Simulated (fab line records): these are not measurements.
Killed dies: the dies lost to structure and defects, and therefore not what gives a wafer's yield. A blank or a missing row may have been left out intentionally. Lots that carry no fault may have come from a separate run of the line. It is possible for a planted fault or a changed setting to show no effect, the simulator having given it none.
fab line records | flow gf180mcu
record: lots: 12 | wafers: 36 | last_day: 34
route steps=602 shown M5@534 V5@543 TOP_METAL@576
lots that met no fault: taken from a fault-free run of the same line
start_h: start of the lot's first displayed wafer, in hours after the record's first day | wait_h: how many hours have passed since the lot's step before this one | " repeats the value in the row above | L1.1+2: a single row standing in for several wafers | - no value, or no start was given | * or withheld: withheld | < > ~ a bound
route shown NAME@n: names a module that has steps shown in the file, with the first one's number in the route | usual: average and standard deviation across the fault-free wafers | same: alike in all rows | chamber/n: place in a boat | sites: per-site readings | _std_site: their standard deviation | _edge_site: inner sites' mean taken away from outer sites' mean | radius_mm: for every site, how far away it sits from the centre of the wafer | mask NAME#n: copy n | behind: tool/chamber where the wafer was last shaped | hold: why the lot was held/for how many hours/how that ended | device: names the non-switching transistor (n, p or np) | end of line: the same wafers' tests at the end of the route | step lacking rows: just its recipe | killed: the dies lost at the first sort to structure and to defects; this is not the yield of the wafer | map: a wafer's dies, x killed, . not, _ none there
set.NAME: the run value of the setting; set.NAME@STEP: its run value at that earlier step | model.NAME: the simulator's own value behind a step, which no gauge read
route steps across a sampled set of lots; one table per step, one row per wafer
services: a tool's chamber out of use, with start hour (start_h, from the record's first day; less than 0 if before it), hours out, and reason
== steps ==
step: GF_M5_OVL_MEAS_08
usual: M5_OVL: 1/5.8
lot.wafer | tool       | chamber | start_h | wait_h | M5_OVL[nm]
L878.1    | overlay-01 | -       | 624.24  | 0.1    | -1
L878.4    | "          | -       | "       | "      | -9
L878.6    | "          | -       | "       | "      | 0
L879.1    | overlay-02 | -       | 630.04  | 0.1    | 9
L879.3    | "          | -       | "       | "      | 4
L879.4    | "          | -       | "       | "      | -2
L880.3    | overlay-01 | -       | 639.17  | 0.1    | -2
L880.4    | "          | -       | "       | "      | 0
L880.5    | "          | -       | "       | "      | 3
L882.3    | overlay-01 | -       | 658.45  | 0.1    | 10
L882.5    | "          | -       | "       | "      | 10
L882.6    | "          | -       | "       | "      | -1
L883.1    | overlay-01 | -       | 665.69  | 0.1    | 4
L883.3    | "          | -       | "       | "      | 4
L883.6    | "          | -       | "       | "      | 5
L884.3    | overlay-01 | -       | 669.32  | 0.1    | 15
L884.4    | "          | -       | "       | "      | 15
L884.5    | "          | -       | "       | "      | 6
L885.1    | overlay-02 | -       | 672.59  | 0.1    | 7
L885.4    | "          | -       | "       | "      | -5
L885.6    | "          | -       | "       | "      | 2
L886.1    | overlay-02 | -       | 686.59  | 0.1    | -1
L886.2    | "          | -       | "       | "      | 5
L886.6    | "          | -       | "       | "      | 1
L887.1    | overlay-02 | -       | 689.79  | 0.1    | 10
L887.3    | "          | -       | "       | "      | 13
L887.6    | "          | -       | "       | "      | 4
L891.3    | overlay-02 | -       | 727.35  | 0.1    | 3
L891.4    | "          | -       | "       | "      | -3
L891.6    | "          | -       | "       | "      | -2
L898.1    | overlay-01 | -       | 759.55  | 0.1    | -5
L898.2    | "          | -       | "       | "      | -7
L898.3    | "          | -       | "       | "      | -9
L899.1    | overlay-02 | -       | 764.04  | 0.1    | 6
L899.3    | "          | -       | "       | "      | 4
L899.4    | "          | -       | "       | "      | -7
step: GF_V5_THK_MEAS_03
recipe: reads: SiO2_of_V5_CVD_02
usual: V5_CVD_02_THK: 1451/17
lot.wafer | tool          | chamber | start_h | wait_h | V5_CVD_02_THK[nm]
L878.1    | film_metro-02 | -       | 625.16  | 0.1    | 1432
L878.4    | "             | -       | "       | "      | 1481
L878.6    | "             | -       | "       | "      | 1471
L879.1    | film_metro-01 | -       | 630.98  | 0.1    | 1446
L879.3    | "             | -       | "       | "      | 1442
L879.4    | "             | -       | "       | "      | 1480
L880.3    | film_metro-02 | -       | 640.11  | 0.1    | 1449
L880.4    | "             | -       | "       | "      | 1470
L880.5    | "             | -       | "       | "      | 1471
L882.3    | film_metro-02 | -       | 659.39  | 0.1    | 1439
L882.5    | "             | -       | "       | "      | 1456
L882.6    | "             | -       | "       | "      | 1455
L883.1    | film_metro-01 | -       | 666.62  | 0.1    | 1446
L883.3    | "             | -       | "       | "      | 1431
L883.6    | "             | -       | "       | "      | 1438
L884.3    | film_metro-02 | -       | 670.27  | 0.1    | 1434
L884.4    | "             | -       | "       | "      | 1447
L884.5    | "             | -       | "       | "      | 1450
L885.1    | film_metro-01 | -       | 673.51  | 0.1    | 1428
L885.4    | "             | -       | "       | "      | 1468
L885.6    | "             | -       | "       | "      | 1450
L886.1    | film_metro-01 | -       | 687.54  | 0.1    | 1444
L886.2    | "             | -       | "       | "      | 1429
L886.6    | "             | -       | "       | "      | 1456
L887.1    | film_metro-02 | -       | 690.71  | 0.1    | 1442
L887.3    | "             | -       | "       | "      | 1444
L887.6    | "             | -       | "       | "      | 1471
L891.3    | film_metro-02 | -       | 728.28  | 0.1    | 1426
L891.4    | "             | -       | "       | "      | 1429
L891.6    | "             | -       | "       | "      | 1457
L898.1    | film_metro-01 | -       | 760.49  | 0.1    | 1465
L898.2    | "             | -       | "       | "      | 1442
L898.3    | "             | -       | "       | "      | 1429
L899.1    | film_metro-02 | -       | 764.96  | 0.1    | 1436
L899.3    | "             | -       | "       | "      | 1456
L899.4    | "             | -       | "       | "      | 1461
step: GF_V5_CMP_04
recipe: material: SiO2 | down_force_psi: 4 | platen_rpm: 60 | pad_velocity_m_s: 0.94248
usual: head_pressure_psi: 3.999/0.0079 | motor_current_A: 12.0/1.1
lot.wafer | tool   | chamber | start_h | wait_h | head_pressure_psi | motor_current_A
L878.4    | cmp-02 | 1       | 625.27  | 0.1    | 3.992             | 12.1
L878.1    | "      | 2       | "       | "      | 3.990             | 10.6
L878.6    | "      | 0       | "       | "      | 3.999             | 12.6
L879.4    | cmp-02 | 3       | 631.04  | 0.0    | 3.988             | 13.6
L879.1    | "      | 0       | "       | "      | 4.001             | 13.5
L879.3    | "      | 1       | "       | "      | 3.994             | 11.8
L880.4    | cmp-01 | 1       | 640.20  | 0.1    | 4.003             | 11.0
L880.3    | "      | 3       | "       | "      | 3.990             | 10.5
L880.5    | "      | 1       | "       | "      | 4.003             | 11.6
L882.3    | cmp-01 | 3       | 659.48  | 0.1    | 3.991             | 10.7
L882.6    | "      | 2       | "       | "      | 4.000             | 12.5
L882.5    | "      | 3       | "       | "      | 3.996             | 10.2
L883.1    | cmp-01 | 0       | 666.68  | 0.1    | 3.996             | 11.6
L883.3    | "      | 2       | "       | "      | 3.992             | 12.7
L883.6    | "      | 0       | "       | "      | 4.003             | 11.5
L884.3    | cmp-02 | 2       | 670.31  | 0.0    | 3.996             | 10.4
L884.4    | "      | 0       | "       | "      | 4.002             | 12.8
L884.5    | "      | 2       | "       | "      | 4.000             | 10.7
L885.1    | cmp-02 | 3       | 673.62  | 0.1    | 4.002             | 13.3
L885.4    | "      | 1       | "       | "      | 3.997             | 12.2
L885.6    | "      | 3       | "       | "      | 4.004             | 13.6
L886.1    | cmp-02 | 3       | 687.65  | 0.1    | 4.001             | 12.9
L886.2    | "      | 0       | "       | "      | 4.008             | 13.3
L886.6    | "      | 2       | "       | "      | 3.982             | 10.1
L887.1    | cmp-02 | 2       | 690.82  | 0.1    | 4.005             | 10.1
L887.3    | "      | 0       | "       | "      | 3.999             | 13.0
L887.6    | "      | 1       | "       | "      | 3.992             | 12.7
L891.3    | cmp-01 | 2       | 728.68  | 0.4    | 3.992             | 13.1
L891.4    | "      | 0       | "       | "      | 4.020             | 11.1
L891.6    | "      | 3       | "       | "      | 4.002             | 10.4
L898.1    | cmp-01 | 3       | 760.55  | 0.1    | 4.004             | 10.3
L898.3    | "      | 0       | "       | "      | 4.001             | 11.4
L898.2    | "      | 1       | "       | "      | 3.998             | 11.4
L899.3    | cmp-02 | 0       | 765.02  | 0.0    | 4.000             | 13.5
L899.4    | "      | 1       | "       | "      | 3.996             | 12.5
L899.1    | "      | 3       | "       | "      | 3.999             | 14.1
step: GF_TOP_METAL_COAT_09
recipe: resist: NOVOLAK | spin_rpm: 3000 | resist_thk_nm: 1500
usual: spin_speed_rpm: 3000.2/1.9
lot.wafer | tool           | chamber | start_h | wait_h | spin_speed_rpm
L878.1    | litho_track-02 | 0       | 657.07  | 0.1    | 2998.0
L878.4    | "              | 0       | "       | "      | 3002.5
L878.6    | "              | 0       | "       | "      | 3002.3
L879.1    | litho_track-02 | 0       | 663.27  | 0.1    | 3000.0
L879.3    | "              | 0       | "       | "      | 2997.9
L879.4    | "              | 0       | "       | "      | 3000.3
L880.3    | litho_track-02 | 0       | 671.22  | 0.1    | 3000.2
L880.4    | "              | 0       | "       | "      | 3002.1
L880.5    | "              | 0       | "       | "      | 3004.4
L882.3    | litho_track-02 | 0       | 689.22  | 0.1    | 3002.2
L882.5    | "              | 0       | "       | "      | 3001.6
L882.6    | "              | 0       | "       | "      | 3002.2
L883.1    | litho_track-02 | 0       | 696.77  | 0.1    | 3001.7
L883.3    | "              | 0       | "       | "      | 3002.5
L883.6    | "              | 0       | "       | "      | 3000.5
L884.3    | litho_track-03 | 0       | 699.23  | 0.1    | 2998.5
L884.4    | "              | 0       | "       | "      | 3000.8
L884.5    | "              | 0       | "       | "      | 2998.5
L885.1    | litho_track-02 | 0       | 704.47  | 0.1    | 3000.5
L885.4    | "              | 0       | "       | "      | 2998.7
L885.6    | "              | 0       | "       | "      | 3000.8
L886.1    | litho_track-02 | 0       | 716.17  | 0.1    | 2999.9
L886.2    | "              | 0       | "       | "      | 3002.5
L886.6    | "              | 0       | "       | "      | 3000.7
L887.1    | litho_track-04 | 0       | 719.77  | 0.1    | 2997.4
L887.3    | "              | 0       | "       | "      | 2996.3
L887.6    | "              | 0       | "       | "      | 2999.8
L891.3    | litho_track-02 | 0       | 755.47  | 0.1    | 3000.2
L891.4    | "              | 0       | "       | "      | 3003.9
L891.6    | "              | 0       | "       | "      | 2999.3
L898.1    | litho_track-02 | 0       | 786.37  | 0.1    | 3000.3
L898.2    | "              | 0       | "       | "      | 3001.5
L898.3    | "              | 0       | "       | "      | 3002.5
L899.1    | litho_track-02 | 0       | 789.77  | 0.1    | 3002.0
L899.3    | "              | 0       | "       | "      | 3001.4
L899.4    | "              | 0       | "       | "      | 2998.2
step: GF_TOP_METAL_CD_MEAS_14
recipe: target_cd_nm: 440
usual: cd_nm: 440.4/2.4
lot.wafer | tool      | chamber | start_h | wait_h | cd_nm
L878.1    | cd_sem-01 | -       | 666.73  | 0.1    | 440.9
L878.4    | "         | -       | "       | "      | 441.0
L878.6    | "         | -       | "       | "      | 440.5
L879.1    | cd_sem-02 | -       | 672.72  | 0.1    | 442.8
L879.3    | "         | -       | "       | "      | 443.1
L879.4    | "         | -       | "       | "      | 440.8
L880.3    | cd_sem-01 | -       | 680.11  | 0.1    | 441.9
L880.4    | "         | -       | "       | "      | 443.8
L880.5    | "         | -       | "       | "      | 443.3
L882.3    | cd_sem-01 | -       | 698.17  | 0.1    | 440.2
L882.5    | "         | -       | "       | "      | 440.3
L882.6    | "         | -       | "       | "      | 438.7
L883.1    | cd_sem-02 | -       | 707.13  | 0.1    | 442.5
L883.3    | "         | -       | "       | "      | 441.8
L883.6    | "         | -       | "       | "      | 442.6
L884.3    | cd_sem-01 | -       | 708.82  | 0.1    | 439.4
L884.4    | "         | -       | "       | "      | 440.0
L884.5    | "         | -       | "       | "      | 435.3
L885.1    | cd_sem-01 | -       | 712.97  | 0.1    | 438.2
L885.4    | "         | -       | "       | "      | 440.0
L885.6    | "         | -       | "       | "      | 439.2
L886.1    | cd_sem-02 | -       | 725.92  | 0.1    | 440.3
L886.2    | "         | -       | "       | "      | 439.2
L886.6    | "         | -       | "       | "      | 438.2
L887.1    | cd_sem-02 | -       | 728.92  | 0.1    | 441.5
L887.3    | "         | -       | "       | "      | 441.7
L887.6    | "         | -       | "       | "      | 440.4
L891.3    | cd_sem-02 | -       | 763.92  | 0.1    | 437.0
L891.4    | "         | -       | "       | "      | 436.7
L891.6    | "         | -       | "       | "      | 436.1
L898.1    | cd_sem-01 | -       | 793.71  | 0.2    | 466.3
L898.2    | "         | -       | "       | "      | 466.9
L898.3    | "         | -       | "       | "      | 467.2
L899.1    | cd_sem-01 | -       | 797.88  | 0.1    | 460.9
L899.3    | "         | -       | "       | "      | 462.2
L899.4    | "         | -       | "       | "      | 463.3
step: GF_TOP_METAL_STRIP_17
recipe: chemistry: O2/N2 | power_w: 1400 | pressure_mtorr: 1500 | platen_temp_c: 250 | o2_flow_sccm: 3000 | n2_flow_sccm: 300 | overash_fraction: 0.5
usual: drypump_motor_current_A: 5.7/0.3 | heater_power_w: 350/40 | oes_product_au: 0.711/0.0045 | strip_time_to_endpoint_s: 13.44/0.07
lot.wafer | tool            | chamber | start_h | wait_h | drypump_motor_current_A | heater_power_w | oes_product_au | rf_hours_counter_h | strip_time_to_endpoint_s
L878.1    | plasma_asher-02 | 1       | 667.06  | 0.1    | 5.8                     | 407            | 0.716          | 100                | 13.43
L878.4    | "               | 0       | "       | "      | 5.6                     | 384            | 0.705          | -                  | 13.38
L878.6    | "               | 0       | "       | "      | 5.6                     | 390            | 0.712          | -                  | 13.35
L879.1    | plasma_asher-03 | 1       | 673.05  | 0.1    | 5.5                     | 318            | 0.704          | 97                 | 13.31
L879.3    | "               | 0       | "       | "      | 5.5                     | 309            | 0.719          | -                  | 13.41
L879.4    | "               | 1       | "       | "      | 5.5                     | 317            | 0.717          | -                  | 13.41
L880.3    | plasma_asher-03 | 1       | 680.43  | 0.1    | 5.5                     | 326            | 0.712          | -                  | 13.25
L880.4    | "               | 0       | "       | "      | 5.5                     | 311            | 0.718          | -                  | 13.31
L880.5    | "               | 0       | "       | "      | 5.5                     | 301            | 0.707          | -                  | 13.34
L882.3    | plasma_asher-03 | 0       | 698.50  | 0.1    | 5.5                     | 308            | 0.706          | -                  | 13.47
L882.5    | "               | 1       | "       | "      | 5.5                     | 322            | 0.711          | -                  | 13.51
L882.6    | "               | 0       | "       | "      | 5.5                     | 308            | 0.712          | -                  | 13.52
L883.1    | plasma_asher-02 | 0       | 707.64  | 0.3    | 5.6                     | 406            | 0.716          | 105                | 13.52
L883.3    | "               | 1       | "       | "      | 5.8                     | 412            | 0.713          | -                  | 13.48
L883.6    | "               | 0       | "       | "      | 5.6                     | 391            | 0.712          | -                  | 13.57
L884.3    | plasma_asher-03 | 1       | 709.15  | 0.1    | 5.5                     | 316            | 0.706          | -                  | 13.51
L884.4    | "               | 0       | "       | "      | 5.5                     | 310            | 0.710          | -                  | 13.54
L884.5    | "               | 1       | "       | "      | 5.5                     | 324            | 0.703          | -                  | 13.48
L885.1    | plasma_asher-02 | 0       | 713.30  | 0.1    | 5.6                     | 395            | 0.706          | 106                | 13.47
L885.4    | "               | 1       | "       | "      | 5.8                     | 406            | 0.707          | -                  | 13.41
L885.6    | "               | 1       | "       | "      | 5.8                     | 413            | 0.708          | -                  | 13.46
L886.1    | plasma_asher-02 | 0       | 726.43  | 0.3    | 5.6                     | 394            | 0.719          | 107                | 13.44
L886.2    | "               | 1       | "       | "      | 5.8                     | 409            | 0.711          | 107                | 13.53
L886.6    | "               | 1       | "       | "      | 5.8                     | 422            | 0.709          | -                  | 13.47
L887.1    | plasma_asher-03 | 1       | 729.25  | 0.1    | 5.5                     | 320            | 0.714          | 103                | 13.55
L887.3    | "               | 0       | "       | "      | 5.5                     | 316            | 0.709          | -                  | 13.50
L887.6    | "               | 0       | "       | "      | 5.5                     | 317            | 0.707          | -                  | 13.59
L891.3    | plasma_asher-03 | 1       | 764.25  | 0.1    | 5.5                     | 317            | 0.712          | -                  | 13.43
L891.4    | "               | 0       | "       | "      | 5.5                     | 318            | 0.697          | -                  | 13.44
L891.6    | "               | 0       | "       | "      | 5.5                     | 308            | 0.711          | -                  | 13.47
L898.1    | plasma_asher-03 | 0       | 794.04  | 0.1    | 5.5                     | 314            | 0.710          | 110                | 17.12
L898.2    | "               | 1       | "       | "      | 5.5                     | 327            | 0.709          | 110                | 17.07
L898.3    | "               | 1       | "       | "      | 5.5                     | 324            | 0.710          | -                  | 17.06
L899.1    | plasma_asher-02 | 0       | 798.21  | 0.1    | 5.6                     | 393            | 0.713          | 6                  | 17.18
L899.3    | "               | 1       | "       | "      | 5.8                     | 395            | 0.710          | -                  | 17.23
L899.4    | "               | 0       | "       | "      | 5.6                     | 409            | 0.717          | -                  | 17.28
== services ==
tool            | chamber | start_h | hours | kind
plasma_asher-02 | -       | 624.53  | 14.2  | pm
cmp-02          | -       | 638.21  | 11.7  | pm
cmp-02          | -       | 678.92  | 0.3   | repair
cmp-01          | -       | 722.64  | 0.7   | repair
cmp-02          | -       | 724.76  | 4.2   | pm
plasma_asher-02 | -       | 727.16  | 1.0   | repair
plasma_asher-02 | -       | 733.75  | 9.0   | pm
plasma_asher-02 | 0       | 733.75  | 9.0   | vent_cycle
plasma_asher-02 | 1       | 733.75  | 9.0   | vent_cycle
plasma_asher-02 | 0       | 742.75  | -     | clean
plasma_asher-02 | 1       | 742.75  | -     | clean
cmp-02          | -       | 747.30  | 4.0   | pm
cmp-02          | -       | 751.30  | -     | consumable_replace:conditioner
cmp-02          | -       | 751.30  | -     | consumable_replace:pad
cmp-01          | -       | 763.67  | 1.5   | repair
== key ==
first_sign: step: GF_TOP_METAL_CD_MEAS_14 | reading: cd_nm | direction: up | sigmas: 10 | usual: 440.4 | struck: 464.4
effect: step: GF_TOP_METAL_STRIP_17 | reading: strip_time_to_endpoint_s | direction: up | sigmas: 53 | usual: * | struck: *
met_at GF_TOP_METAL_COAT_09
struck_lots L898,L899
not_acting_at GF_M5_OVL_MEAS_08,GF_V5_THK_MEAS_03,GF_V5_CMP_04
onset_between 755.47 786.37
also_fits time
fault: kind: process_parameter_drift | tool: litho_track-02 | chamber: - | onset_h: 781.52 | steps: GF_TOP_METAL_COAT_09 | channel: resist_thk_nm | offset: * | shape: step | end_h: 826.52 | acts_in: * | stated: *
